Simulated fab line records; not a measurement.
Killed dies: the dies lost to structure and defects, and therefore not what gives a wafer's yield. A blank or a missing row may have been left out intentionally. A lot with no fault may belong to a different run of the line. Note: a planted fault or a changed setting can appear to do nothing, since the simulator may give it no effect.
fab line records	flow gf180mcu
[record] lots = 11	wafers = 33	last-day = 32
route steps=602 shown NSD@242 CONTACT@311 V3@443
lots that met no fault: from a run of the same line without faults
start-h: hours from the record's first day to the start of the lot's first wafer shown	wait-h: hours from the lot's prior step to this one	" unchanged from the row above	L1.1+2: a single row standing in for several wafers	- either no value or no given start	* or withheld: withheld	< > ~ a bound
route shown NAME@n: NAME is a module with steps in the file, n the number in the route of the first one	usual: the fault-free wafers' mean and standard deviation	same: alike in all rows	chamber/n: place in a boat	sites: the reading at each site	_std_site: standard deviation of those values	_edge_site: inner sites' mean taken away from outer sites' mean	radius-mm: for every site, how far away it sits from the centre of the wafer	mask NAME#n: copy n	behind: the tool/chamber that last shaped the wafer	hold: why the lot went on hold/how many hours it stayed there/how the hold came to an end	device: names the non-switching transistor (n, p or np)	end of line: tests of these same wafers at the route's end	where a step has no rows: the recipe by itself	killed: dies lost to structure and defects at the first sort, not the wafer's yield	map: shows each die of a wafer: x if killed, . if not, _ if none is there
set.NAME: the run value of the setting; set.NAME@STEP: its run value at that earlier step	model.NAME: the simulator's own value behind a step, which no gauge read
the route's steps for a sample of lots (tables are steps, rows are wafers)
services: from which hour (start-h, from the record's first day; less than 0 if before it) a tool's chamber was out of use, for how many hours, and why
[[steps]]
[step GF_NSD_CD_MEAS_07]
[recipe] target-cd-nm = 400
[usual] cd-nm = 400.5/2.3
lot.wafer	tool	chamber	start-h	wait-h	cd-nm
L607.2	cd-sem-01	-	317.31	0.1	399.2
L607.4	"	-	"	"	403.3
L607.5	"	-	"	"	399.5
L608.1	cd-sem-02	-	329.74	0.1	403.7
L608.3	"	-	"	"	403.8
L608.5	"	-	"	"	401.7
L609.3	cd-sem-02	-	335.42	0.1	399.9
L609.5	"	-	"	"	398.5
L609.6	"	-	"	"	400.3
L611.1	cd-sem-01	-	358.19	0.1	399.8
L611.3	"	-	"	"	399.3
L611.5	"	-	"	"	400.0
L612.1	cd-sem-02	-	363.72	0.1	399.1
L612.3	"	-	"	"	398.1
L612.5	"	-	"	"	395.7
L613.3	cd-sem-02	-	373.81	0.1	396.0
L613.4	"	-	"	"	395.7
L613.6	"	-	"	"	397.8
L614.1	cd-sem-02	-	379.27	0.1	402.5
L614.2	"	-	"	"	401.3
L614.5	"	-	"	"	400.8
L615.1	cd-sem-01	-	386.37	0.1	401.9
L615.4	"	-	"	"	398.2
L615.6	"	-	"	"	403.6
L616.1	cd-sem-02	-	395.17	0.1	403.2
L616.5	"	-	"	"	401.7
L616.6	"	-	"	"	402.6
L617.1	cd-sem-02	-	404.22	0.1	401.4
L617.2	"	-	"	"	398.9
L617.3	"	-	"	"	402.5
L620.1	cd-sem-02	-	429.82	0.1	401.4
L620.2	"	-	"	"	401.7
L620.3	"	-	"	"	403.5
[step GF_CONTACT_CVD_24]
[recipe] material = W	target-thk-nm = 300	time-s = 90.339	temp-c = 400	pressure-torr = 40
[usual] chamber-pressure-Torr = 39.99/0.094	heater-power-w = 843/66
lot.wafer	tool	chamber	start-h	wait-h	chamber-pressure-Torr	heater-power-w
L607.2	cvd-w-01	0	385.09	0.0	39.71	762
L607.4	"	0	"	"	39.89	759
L607.5	"	0	"	"	39.80	732
L608.1	cvd-w-02	1	399.25	0.0	39.98	860
L608.3	"	0	"	"	39.96	846
L608.5	"	0	"	"	40.05	851
L609.3	cvd-w-02	1	405.77	0.1	40.00	845
L609.5	"	1	"	"	40.07	844
L609.6	"	0	"	"	39.88	835
L611.1	cvd-w-01	1	433.77	0.0	39.94	937
L611.3	"	0	"	"	39.96	725
L611.5	"	0	"	"	39.97	731
L612.1	cvd-w-02	0	437.12	0.0	39.99	836
L612.3	"	0	"	"	39.93	822
L612.5	"	0	"	"	39.91	826
L613.3	cvd-w-01	1	445.89	0.1	39.96	963
L613.4	"	0	"	"	39.86	747
L613.6	"	0	"	"	40.01	749
L614.1	cvd-w-01	1	453.31	0.0	39.90	954
L614.2	"	0	"	"	40.04	734
L614.5	"	0	"	"	40.10	737
L615.1	cvd-w-02	0	460.41	0.0	39.98	823
L615.4	"	0	"	"	40.07	852
L615.6	"	1	"	"	39.99	858
L616.1	cvd-w-02	0	469.68	0.0	40.15	831
L616.5	"	0	"	"	40.02	847
L616.6	"	1	"	"	40.11	847
L617.1	cvd-w-02	0	479.46	0.0	39.92	861
L617.2	"	1	"	"	40.13	847
L617.3	"	0	"	"	40.08	836
L620.1	cvd-w-02	1	505.66	0.0	40.17	855
L620.2	"	0	"	"	40.07	858
L620.3	"	0	"	"	39.94	863
[step GF_CONTACT_RS_MEAS_25]
[recipe] thk-meas-gauge = four-point-probe	reads = W_of_CONTACT_CVD_24+TiN_of_CONTACT_SPUTTER_23+Ti_of_CONTACT_SPUTTER_22
[usual] CONTACT_W_RS = 0.385/0.0046
lot.wafer	tool	chamber	start-h	wait-h	CONTACT_W_RS[ohm/sq]
L607.2	film-metro-02	-	385.21	0.1	0.381
L607.4	"	-	"	"	0.381
L607.5	"	-	"	"	0.383
L608.1	film-metro-03	-	399.35	0.1	0.383
L608.3	"	-	"	"	0.376
L608.5	"	-	"	"	0.379
L609.3	film-metro-03	-	405.88	0.1	0.383
L609.5	"	-	"	"	0.385
L609.6	"	-	"	"	0.383
L611.1	film-metro-01	-	433.87	0.1	0.381
L611.3	"	-	"	"	0.383
L611.5	"	-	"	"	0.387
L612.1	film-metro-02	-	437.22	0.1	0.385
L612.3	"	-	"	"	0.382
L612.5	"	-	"	"	0.387
L613.3	film-metro-03	-	445.99	0.1	0.384
L613.4	"	-	"	"	0.379
L613.6	"	-	"	"	0.379
L614.1	film-metro-01	-	453.41	0.1	0.387
L614.2	"	-	"	"	0.385
L614.5	"	-	"	"	0.389
L615.1	film-metro-03	-	460.51	0.1	0.383
L615.4	"	-	"	"	0.384
L615.6	"	-	"	"	0.390
L616.1	film-metro-03	-	469.78	0.1	0.380
L616.5	"	-	"	"	0.382
L616.6	"	-	"	"	0.386
L617.1	film-metro-01	-	479.56	0.1	0.383
L617.2	"	-	"	"	0.383
L617.3	"	-	"	"	0.381
L620.1	film-metro-01	-	505.76	0.1	0.291
L620.2	"	-	"	"	0.380
L620.3	"	-	"	"	0.383
[step GF_CONTACT_THK_MEAS_26]
[recipe] thk-meas-gauge = xrf	reads = W_of_CONTACT_CVD_24
[usual] CONTACT_W_THK = 296/5.1
lot.wafer	tool	chamber	start-h	wait-h	CONTACT_W_THK[nm]
L607.2	film-metro-02	-	385.32	0.1	295
L607.4	"	-	"	"	296
L607.5	"	-	"	"	295
L608.1	film-metro-03	-	399.47	0.1	295
L608.3	"	-	"	"	299
L608.5	"	-	"	"	297
L609.3	film-metro-03	-	405.98	0.1	296
L609.5	"	-	"	"	295
L609.6	"	-	"	"	296
L611.1	film-metro-01	-	433.99	0.1	304
L611.3	"	-	"	"	305
L611.5	"	-	"	"	302
L612.1	film-metro-02	-	437.34	0.1	296
L612.3	"	-	"	"	298
L612.5	"	-	"	"	294
L613.3	film-metro-03	-	446.09	0.1	291
L613.4	"	-	"	"	295
L613.6	"	-	"	"	297
L614.1	film-metro-01	-	453.53	0.1	298
L614.2	"	-	"	"	301
L614.5	"	-	"	"	298
L615.1	film-metro-03	-	460.63	0.1	295
L615.4	"	-	"	"	296
L615.6	"	-	"	"	291
L616.1	film-metro-03	-	469.90	0.1	299
L616.5	"	-	"	"	297
L616.6	"	-	"	"	293
L617.1	film-metro-01	-	479.68	0.1	299
L617.2	"	-	"	"	299
L617.3	"	-	"	"	301
L620.1	film-metro-01	-	505.88	0.1	396
L620.2	"	-	"	"	307
L620.3	"	-	"	"	301
[step GF_CONTACT_CMP_27]
[recipe] stop-on = SiO2	down-force-psi = 3.5	platen-rpm = 60	t-overpolish-s = 15	target-thk-nm = 0	pad-velocity-m-s = 0.94248
[usual] motor-current-A = 11.0/1.4	time-to-endpoint-s = 73/3.5
lot.wafer	tool	chamber	start-h	wait-h	motor-current-A	time-to-endpoint-s
L607.4	cmp-02	0	385.37	0.0	11.0	72
L607.2	"	3	"	"	9.8	67
L607.5	"	1	"	"	12.7	72
L608.3	cmp-02	2	399.53	0.0	13.6	78
L608.1	"	1	"	"	12.1	70
L608.5	"	2	"	"	13.3	76
L609.3	cmp-02	2	408.72	2.7	13.4	78
L609.6	"	3	"	"	10.1	71
L609.5	"	0	"	"	11.2	73
L611.1	cmp-01	0	434.05	0.1	10.9	77
L611.3	"	3	"	"	9.5	73
L611.5	"	0	"	"	11.4	79
L612.3	cmp-02	0	437.45	0.1	11.6	76
L612.1	"	2	"	"	13.8	77
L612.5	"	3	"	"	9.3	71
L613.3	cmp-01	1	446.23	0.1	9.3	79
L613.4	"	2	"	"	10.2	72
L613.6	"	3	"	"	9.7	71
L614.1	cmp-02	3	453.59	0.1	10.0	67
L614.2	"	1	"	"	12.7	75
L614.5	"	3	"	"	9.8	69
L615.1	cmp-02	0	460.89	0.2	11.2	75
L615.4	"	2	"	"	13.4	78
L615.6	"	1	"	"	12.3	74
L616.1	cmp-01	2	470.01	0.1	10.8	71
L616.6	"	1	"	"	8.7	77
L616.5	"	2	"	"	10.4	71
L617.2	cmp-01	1	479.74	0.0	9.3	80
L617.1	"	3	"	"	9.3	68
L617.3	"	0	"	"	11.1	78
L620.3	cmp-02	0	505.99	0.1	11.4	72
L620.2	"	1	"	"	12.8	76
L620.1	"	2	"	"	13.3	98
[step GF_V3_CD_MEAS_14]
[recipe] target-cd-nm = 260
[usual] cd-nm = 260.2/0.98
lot.wafer	tool	chamber	start-h	wait-h	cd-nm
L607.2	cd-sem-01	-	536.34	0.1	260.7
L607.4	"	-	"	"	260.4
L607.5	"	-	"	"	261.0
L608.1	cd-sem-02	-	549.36	0.1	260.5
L608.3	"	-	"	"	260.5
L608.5	"	-	"	"	259.9
L609.3	cd-sem-01	-	557.12	0.1	262.3
L609.5	"	-	"	"	260.5
L609.6	"	-	"	"	261.1
L611.1	cd-sem-01	-	579.97	0.1	260.0
L611.3	"	-	"	"	260.2
L611.5	"	-	"	"	258.2
L612.1	cd-sem-02	-	591.10	0.1	259.8
L612.3	"	-	"	"	259.4
L612.5	"	-	"	"	260.1
L613.3	cd-sem-01	-	592.76	0.1	261.4
L613.4	"	-	"	"	260.8
L613.6	"	-	"	"	260.8
L614.1	cd-sem-02	-	597.18	0.1	261.6
L614.2	"	-	"	"	260.4
L614.5	"	-	"	"	260.9
L615.1	cd-sem-01	-	613.58	0.1	260.4
L615.4	"	-	"	"	261.0
L615.6	"	-	"	"	259.9
L616.1	cd-sem-01	-	615.15	0.1	260.9
L616.5	"	-	"	"	261.6
L616.6	"	-	"	"	262.9
L617.1	cd-sem-02	-	619.18	0.1	260.0
L617.2	"	-	"	"	258.6
L617.3	"	-	"	"	259.9
L620.1	cd-sem-02	-	641.80	0.1	259.9
L620.2	"	-	"	"	260.8
L620.3	"	-	"	"	261.2
[step GF_V3_ETCH_16]
[recipe] chemistry = N2/H2	target-depth-a = withheld	overetch-a = withheld	time-s = withheld	target = BARC	ion-energy-ev = 200	source-w = 500	bias-w = 100	pressure-mtorr = 30	n2-flow-sccm = 100	h2-flow-sccm = 200
[usual] chamber-pressure-mTorr = 29.999/0.026	drypump-motor-current-A = 5.7/0.32	oes-product-au = 0.854/0.0048	throttle-valve-pct = 13.226/0.009
lot.wafer	tool	chamber	start-h	wait-h	chamber-pressure-mTorr	drypump-motor-current-A	oes-product-au	throttle-valve-pct
L607.2	rie-diel-04	2	536.47	0.0	29.957	5.9	0.842	13.236
L607.4	"	1	"	"	30.001	6.4	0.848	13.228
L607.5	"	3	"	"	29.971	5.8	0.854	13.233
L608.1	rie-diel-04	2	549.51	0.0	30.015	5.8	0.852	13.232
L608.3	"	3	"	"	30.033	5.8	0.855	13.235
L608.5	"	1	"	"	30.014	6.4	0.852	13.209
L609.3	rie-diel-04	3	557.24	0.0	30.021	5.8	0.860	13.217
L609.5	"	2	"	"	30.034	5.8	0.856	13.239
L609.6	"	1	"	"	30.063	6.4	0.858	13.227
L611.1	rie-diel-03	0	580.12	0.0	30.001	6.0	0.860	13.238
L611.3	"	2	"	"	29.948	5.6	0.859	13.233
L611.5	"	1	"	"	29.982	5.1	0.844	13.228
L612.1	rie-diel-03	0	591.26	0.0	30.023	5.9	0.854	13.215
L612.3	"	1	"	"	29.988	5.1	0.856	13.224
L612.5	"	1	"	"	29.968	5.1	0.858	13.231
L613.3	rie-diel-04	0	592.87	0.0	30.070	5.5	0.854	13.220
L613.4	"	0	"	"	29.990	5.5	0.861	13.229
L613.6	"	1	"	"	29.965	6.4	0.856	13.231
L614.1	rie-diel-02	0	597.34	0.0	29.993	5.9	0.852	13.218
L614.2	"	3	"	"	29.978	5.9	0.854	13.245
L614.5	"	2	"	"	29.995	6.0	0.860	13.218
L615.1	rie-diel-03	3	613.74	0.0	29.941	5.5	0.853	13.219
L615.4	"	1	"	"	30.023	5.1	0.853	13.240
L615.6	"	3	"	"	30.001	5.5	0.855	13.232
L616.1	rie-diel-03	0	615.31	0.0	29.978	6.0	0.852	13.223
L616.5	"	1	"	"	29.981	5.1	0.856	13.226
L616.6	"	2	"	"	30.010	5.7	0.854	13.241
L617.1	rie-diel-02	0	619.34	0.0	30.061	5.9	0.859	13.229
L617.2	"	3	"	"	30.002	5.9	0.840	13.226
L617.3	"	1	"	"	30.007	5.4	0.850	13.225
L620.1	rie-diel-02	1	641.96	0.0	30.037	5.4	0.858	13.224
L620.2	"	3	"	"	30.008	5.9	0.854	13.235
L620.3	"	0	"	"	30.024	5.9	0.853	13.220
[[services]]
tool	chamber	start-h	hours	kind
rie-diel-02	2	362.69	3.4	repair
cmp-01	-	367.77	3.6	pm
cmp-02	-	376.52	3.6	repair
rie-diel-04	2	382.22	4.3	repair
cvd-w-01	-	390.00	14.0	pm
cmp-02	-	404.27	4.0	pm
cmp-01	-	405.36	3.6	repair
cmp-01	-	427.27	2.4	repair
cmp-01	-	451.44	3.9	repair
cmp-01	-	455.34	6.7	pm
rie-diel-03	1	486.68	11.8	repair
cmp-01	-	511.30	1.7	repair
cvd-w-01	-	513.03	4.3	pm
rie-diel-04	2	533.09	1.4	repair
rie-diel-03	0	544.00	8.7	repair
cmp-02	-	556.30	5.4	pm
cmp-02	-	566.81	1.6	repair
rie-diel-03	3	571.10	6.9	repair
cmp-01	-	572.25	4.0	pm
cmp-01	-	589.61	6.9	repair
rie-diel-04	2	589.78	5.0	repair
cvd-w-02	1	612.40	10.1	repair
cmp-01	-	626.89	6.4	repair
rie-diel-04	-	634.73	2.8	pm
[[key]]
[first-sign] step = GF_CONTACT_RS_MEAS_25	reading = CONTACT_W_RS	direction = down	sigmas = 20	usual = 0.385	struck = 0.291
[effect] step = GF_CONTACT_THK_MEAS_26	reading = CONTACT_W_THK	direction = up	sigmas = 20	usual = 296	struck = 396
[effect] step = GF_CONTACT_CMP_27	reading = time-to-endpoint-s	direction = up	sigmas = 7.1	usual = *	struck = *
met-at GF_CONTACT_CVD_24
struck-lots L620
struck-wafers L620.1
tester-left-out L620
not-acting-at GF_NSD_CD_MEAS_07,GF_V3_CD_MEAS_14,GF_V3_ETCH_16
onset-between 479.46 505.66
[fault] kind = process-parameter-drift	tool = cvd-w-02	chamber = -	onset-h = 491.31	steps = GF_CONTACT_CVD_24	channel = target-thk-nm	offset = 96.988	shape = step	end-h = 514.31	scope = struck-wafers-only	acts-in = these-recipes-only	stated = 300
// tester-left-out: of these lots the tester's yield and bins aren't shown, on N5 and GAA mostly nor the transistor test; their killed dies are dies lost to structure and defects alone, not to doping, threshold or leakage, so they don't give the yield
